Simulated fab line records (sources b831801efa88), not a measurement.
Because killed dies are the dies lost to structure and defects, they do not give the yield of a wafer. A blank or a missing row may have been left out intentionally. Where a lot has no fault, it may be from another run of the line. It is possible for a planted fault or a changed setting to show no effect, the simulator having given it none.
The tool behind it: which one?    flow sfq-line    15 lots with 45 wafers sampled at 4 steps, on a route of 325 steps

## WHAT THE GAUGES READ, wafer by wafer
SFQ_M0_RS_MEAS_904: a four-point-probe measurement.
lot   measured      on             M0_NB_RS (ohm/sq)
L598  day 8 03:43   film-metro-04  0.874 0.873 0.879
L599  day 8 18:08   film-metro-02  0.872 0.871 0.868
L604  day 9 21:16   film-metro-03  0.799 0.797 0.803
L605  day 10 02:04  film-metro-02  0.789 0.793 0.794
L606  day 10 08:17  film-metro-02  0.894 0.900 0.898
L607  day 10 14:05  film-metro-02  0.795 0.793 0.792
L612  day 12 00:32  film-metro-02  0.888 0.895 0.900
L613  day 12 09:55  film-metro-04  0.896 0.889 0.894
L614  day 12 18:22  film-metro-04  0.887 0.889 0.889
L615  day 13 01:31  film-metro-03  0.901 0.897 0.891
L617  day 14 04:31  film-metro-03  0.895 0.879 0.877
L618  day 14 09:19  film-metro-04  0.890 0.887 0.892
L619  day 14 16:31  film-metro-03  0.885 0.889 0.887
L620  day 14 18:56  film-metro-03  0.870 0.883 0.875
L621  day 14 22:32  film-metro-04  0.891 0.886 0.883

SFQ_I3_OVL_MEAS_923.
lot   measured      on          I3_OVL (nm)
L598  day 38 10:09  overlay-02  4 4 5
L599  day 38 17:21  overlay-02  5 9 5
L604  day 41 16:28  overlay-02  14 10 5
L605  day 45 10:46  overlay-01  -19 -12 -15
L606  day 45 12:06  overlay-01  -1 -1 -6
L607  day 45 13:18  overlay-01  10 6 10
L612  day 51 16:32  overlay-01  0 12 2
L613  day 52 06:56  overlay-02  -2 -1 1
L614  day 53 02:09  overlay-02  5 6 10
L615  day 53 09:20  overlay-01  7 6 4
L617  day 53 18:56  overlay-01  4 9 3
L618  day 53 22:32  overlay-01  -4 9 4
L619  day 54 04:32  overlay-01  6 20 14
L620  day 54 06:56  overlay-01  3 8 2
L621  day 54 09:20  overlay-01  3 0 -2

## WHAT TOOL EACH LOT RAN ON (gives the tool, then ch and the chambers of the sampled wafers, and finally the start)
lot   SFQ_TRILAYER_M0_DEP_SPUTTER_019  SFQ_TRILAYER_M0_ETCH_METAL_ETCH_024
L598  pvd-sputter-05, day 8 03:36      rie-metal-04 ch 0,1, day 8 18:48
L599  pvd-sputter-06, day 8 18:00      rie-metal-03 ch 0,1, day 9 09:02
L604  pvd-sputter-06, day 9 21:10      rie-metal-04 ch 0,1, day 10 02:33
L605  pvd-sputter-06, day 10 01:58     rie-metal-03 ch 0,1, day 10 04:57
L606  pvd-sputter-04, day 10 08:10     rie-metal-03 ch 0, day 10 10:56
L607  pvd-sputter-06, day 10 13:58     rie-metal-04 ch 0,1, day 10 20:49
L612  pvd-sputter-04, day 12 00:26     rie-metal-03 ch 0,1, day 12 05:23
L613  pvd-sputter-04, day 12 09:50     rie-metal-04 ch 0, day 12 12:26
L614  pvd-sputter-05, day 12 18:13     rie-metal-02 ch 0,1, day 12 20:52
L615  pvd-sputter-05, day 13 01:25     rie-metal-02 ch 0,1, day 13 04:28
L617  pvd-sputter-05, day 14 04:26     rie-metal-02 ch 0,1, day 18 14:59
L618  pvd-sputter-06, day 14 09:14     rie-metal-04 ch 0,1, day 18 23:23
L619  pvd-sputter-06, day 14 16:26     rie-metal-03 ch 0,1, day 19 11:23
L620  pvd-sputter-05, day 14 18:49     rie-metal-03 ch 0,1, day 19 14:59
L621  pvd-sputter-06, day 14 22:25     rie-metal-02 ch 0,1, day 19 18:33
- SFQ_TRILAYER_M0_DEP_SPUTTER_019: material Nb, target thk 200 nm, time 133.3 s.
- SFQ_TRILAYER_M0_ETCH_METAL_ETCH_024: etches Nb in Cl2/Ar, stops on SiO2, target depth 240 nm, time 120 s.

## WHAT THE TOOLS THEMSELVES READ (means of the sampled wafers that have a number; where no wafer has one, the mark that the record gives instead)
SFQ_TRILAYER_M0_DEP_SPUTTER_019.
lot   tool            cathode-dc-power-W (W)  throttle-valve-pct (%)
L598  pvd-sputter-05  1999.9                  30.6
L599  pvd-sputter-06  2000.2                  31.0
L604  pvd-sputter-06  2219.5                  30.7
L605  pvd-sputter-06  2219.7                  30.7
L606  pvd-sputter-04  2000.2                  30.1
L607  pvd-sputter-06  2219.2                  29.9
L612  pvd-sputter-04  1999.7                  29.0
L613  pvd-sputter-04  1999.8                  30.2
L614  pvd-sputter-05  2000.3                  30.5
L615  pvd-sputter-05  2000.0                  30.1
L617  pvd-sputter-05  2000.0                  30.4
L618  pvd-sputter-06  1999.8                  31.0
L619  pvd-sputter-06  2000.0                  30.9
L620  pvd-sputter-05  1999.9                  30.9
L621  pvd-sputter-06  1999.6                  30.6

SFQ_TRILAYER_M0_ETCH_METAL_ETCH_024.
lot   tool          drypump-motor-current-A (A)  oes-product-au (a.u.)
L598  rie-metal-04  5.8                          0.904
L599  rie-metal-03  5.2                          0.903
L604  rie-metal-04  5.8                          0.955
L605  rie-metal-03  5.2                          0.953
L606  rie-metal-03  5.1                          0.886
L607  rie-metal-04  5.8                          0.952
L612  rie-metal-03  5.2                          0.881
L613  rie-metal-04  5.7                          0.897
L614  rie-metal-02  5.2                          0.892
L615  rie-metal-02  5.2                          0.892
L617  rie-metal-02  5.2                          0.903
L618  rie-metal-04  5.8                          0.895
L619  rie-metal-03  5.2                          0.901
L620  rie-metal-03  5.1                          0.902
L621  rie-metal-02  5.5                          0.894

## THE ANSWER, worked out from the rows above alone
Rule: the usual values come from the lots themselves. Put in order of their means at a reading, lots are off if they are a third of the lots or fewer, leave a main group of 4 or more, and stand apart from it by a gap of 3 or more times the standard deviation of the main group's means; of several such gaps the widest counts. The tables above print the reading to a certain number of digits; a main group whose means all agree to those digits is not used. Also off: a lot with no number at a reading for which 4 or more lots have one. The other lots that the step has rows for count as sound. After the gauges, taken in route order, come the tools' own readings; for these a lot's mean is taken, as printed above. The first step at which some lot is off is used, and at that step the reading that is off furthest; a lot without a number counts as furthest.
Off: at SFQ_M0_RS_MEAS_904 (M0_NB_RS), L604, L605, L607. Mean 0.886 ohm/sq and standard deviation 0.0083 in the main group.
A tool fits if, at a process step before that reading, it ran every lot that is off, and no sound lot after the first of them. Not tried: the gauges at SFQ_M0_RS_MEAS_904; whatever is off there is also off at SFQ_TRILAYER_M0_DEP_SPUTTER_019, on other tools, and gauge error can't account for it. None of those tried fits.

## WHAT HAD BEEN PUT IN BY THE SIMULATOR
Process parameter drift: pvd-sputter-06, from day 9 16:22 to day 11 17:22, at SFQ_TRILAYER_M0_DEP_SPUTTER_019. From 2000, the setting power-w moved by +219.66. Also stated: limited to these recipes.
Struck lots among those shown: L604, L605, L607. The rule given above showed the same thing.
